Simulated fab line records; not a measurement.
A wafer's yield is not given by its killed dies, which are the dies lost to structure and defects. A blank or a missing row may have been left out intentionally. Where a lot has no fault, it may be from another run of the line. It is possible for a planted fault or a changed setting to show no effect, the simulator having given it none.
What tool caused it? -- flow sky130 -- 12 lots, 36 wafers sampled, at 3 steps of a route of 708

== WHAT EACH GAUGE READ, for each wafer ==
SKY_SD_P_TW_MEAS_11. Usual: SD_P_TW gives 2826 (standard deviation 17).
lot,measured,on,SD_P_TW,flag
L268,day 26 23:25,film-metro-02,2835 2820 2835,
L267,day 27 00:52,film-metro-02,2838 2833 2841,
L270,day 27 21:31,film-metro-02,2825 2841 2832,
L271,day 28 05:29,film-metro-02,2834 2827 2835,
L272,day 28 14:42,film-metro-02,2846 2830 2833,
L274,day 29 18:19,film-metro-03,2814 2823 2814,
L278,day 31 02:56,film-metro-01,2830 2840 2813,
L280,day 32 01:49,film-metro-01,2807 2814 2811,
L281,day 32 12:59,film-metro-02,2854 2838 2852,
L282,day 32 13:36,film-metro-01,2816 2813 2807,
L288,day 33 23:31,film-metro-03,2825 2814 2834,
L289,day 34 07:18,film-metro-02,2834 2823 2845,

== WHAT TOOL EACH LOT RAN ON (gives the tool, then ch and the chambers of the sampled wafers, and finally the start) ==
lot,SKY_LDD_LDN_STRIP_12,SKY_SPACER_ETCHBACK_02
L268,"plasma-asher-03 ch 0,1, day 24 07:48","rie-diel-04 ch 0,2,3, day 24 09:14"
L267,"plasma-asher-04 ch 0,1, day 24 08:59","rie-diel-02 ch 1,2,3, day 24 10:28"
L270,"plasma-asher-04 ch 0,1, day 25 07:01","rie-diel-03 ch 0,1, day 25 08:29"
L271,"plasma-asher-03 ch 0,1, day 25 13:25","rie-diel-04 ch 0,1, day 25 14:52"
L272,"plasma-asher-04 ch 0,1, day 25 21:37","rie-diel-02 ch 1,2,3, day 26 01:08"
L274,"plasma-asher-02 ch 0,1, day 27 02:21","rie-diel-04 ch 1,3, day 27 05:02"
L278,"plasma-asher-03 ch 0,1, day 28 12:56","rie-diel-03 ch 0,1,3, day 28 14:25"
L280,"plasma-asher-02 ch 0,1, day 29 10:38","rie-diel-02 ch 1,2,3, day 29 12:07"
L281,"plasma-asher-03 ch 0,1, day 29 19:50","rie-diel-02 ch 1,2, day 29 22:29"
L282,"plasma-asher-03 ch 0,1, day 29 23:01","rie-diel-04 ch 0,1,3, day 30 00:31"
L288,"plasma-asher-03 ch 0,1, day 31 07:59","rie-diel-02 ch 2,3, day 31 10:39"
L289,"plasma-asher-03 ch 0,1, day 31 18:04","rie-diel-04 ch 1,2,3, day 31 19:35"
- SKY_LDD_LDN_STRIP_12: strips in O2/N2.
- SKY_SPACER_ETCHBACK_02: etches Si3N4 in CH3F/O2, stops on SiO2, time 46.7 s, target depth 45 nm.

== WHAT THE TOOLS THEMSELVES READ (means of the sampled wafers that have a number; where no wafer has one, the mark that the record gives instead) ==
SKY_LDD_LDN_STRIP_12. Usual: drypump-motor-current-A 5.9 A, standard deviation 0.52; oes-product-au 0.716 a.u., standard deviation 0.0045; strip-time-to-endpoint-s 14.18 s, standard deviation 0.048.
lot,tool,drypump-motor-current-A (A),oes-product-au (a.u.),strip-time-to-endpoint-s (s),flag
L268,plasma-asher-03,6.0,0.715,14.21,
L267,plasma-asher-04,6.1,0.716,14.23,
L270,plasma-asher-04,6.3,0.718,14.14,
L271,plasma-asher-03,6.0,0.716,14.21,
L272,plasma-asher-04,6.3,0.715,14.19,
L274,plasma-asher-02,5.2,0.713,14.24,
L278,plasma-asher-03,5.8,0.714,14.17,
L280,plasma-asher-02,5.2,0.716,14.24,
L281,plasma-asher-03,6.0,0.715,14.19,
L282,plasma-asher-03,5.8,0.717,14.12,
L288,plasma-asher-03,5.8,0.711,14.24,
L289,plasma-asher-03,5.8,0.714,14.20,

SKY_SPACER_ETCHBACK_02. Usual: bias-w 80.05 W, standard deviation 0.24; drypump-motor-current-A 5.8 A, standard deviation 0.59; oes-product-au 0.856 a.u., standard deviation 0.0065; throttle-valve-pct 10.562 %, standard deviation 0.0081.
lot,tool,bias-w (W),drypump-motor-current-A (A),oes-product-au (a.u.),throttle-valve-pct (%),flag
L268,rie-diel-04,80.11,6.1,0.858,10.565,
L267,rie-diel-02,80.05,5.8,0.865,10.553,
L270,rie-diel-03,80.11,5.8,0.856,10.564,
L271,rie-diel-04,80.19,6.5,0.857,10.569,
L272,rie-diel-02,79.97,5.8,0.856,10.568,
L274,rie-diel-04,80.09,6.0,0.858,10.564,
L278,rie-diel-03,80.32,5.5,0.845,10.566,
L280,rie-diel-02,79.94,5.8,0.853,10.559,
L281,rie-diel-02,80.20,6.2,0.854,10.565,
L282,rie-diel-04,79.89,6.0,0.858,10.565,
L288,rie-diel-02,80.21,5.7,0.867,10.561,
L289,rie-diel-04,79.90,6.0,0.858,10.567,

== THE ANSWER, worked out from the rows above alone ==
Rule: a lot counts as off when the mean over its wafers that have a number is more than 3 standard deviations away from the usual mean. A lot without any number at a reading at which 4 lots or more have one is off too. All remaining lots with rows at the step are treated as sound. The gauges are gone through in route order, then the tools' own readings, and for those a lot's mean is taken as printed above. At the first step where some lot is off, the reading lying furthest off is the one used; lots without a number count as furthest.
Across all readings shown, no lot is off: no conclusion can be drawn from this.

== WHAT HAD BEEN PUT IN BY THE SIMULATOR ==
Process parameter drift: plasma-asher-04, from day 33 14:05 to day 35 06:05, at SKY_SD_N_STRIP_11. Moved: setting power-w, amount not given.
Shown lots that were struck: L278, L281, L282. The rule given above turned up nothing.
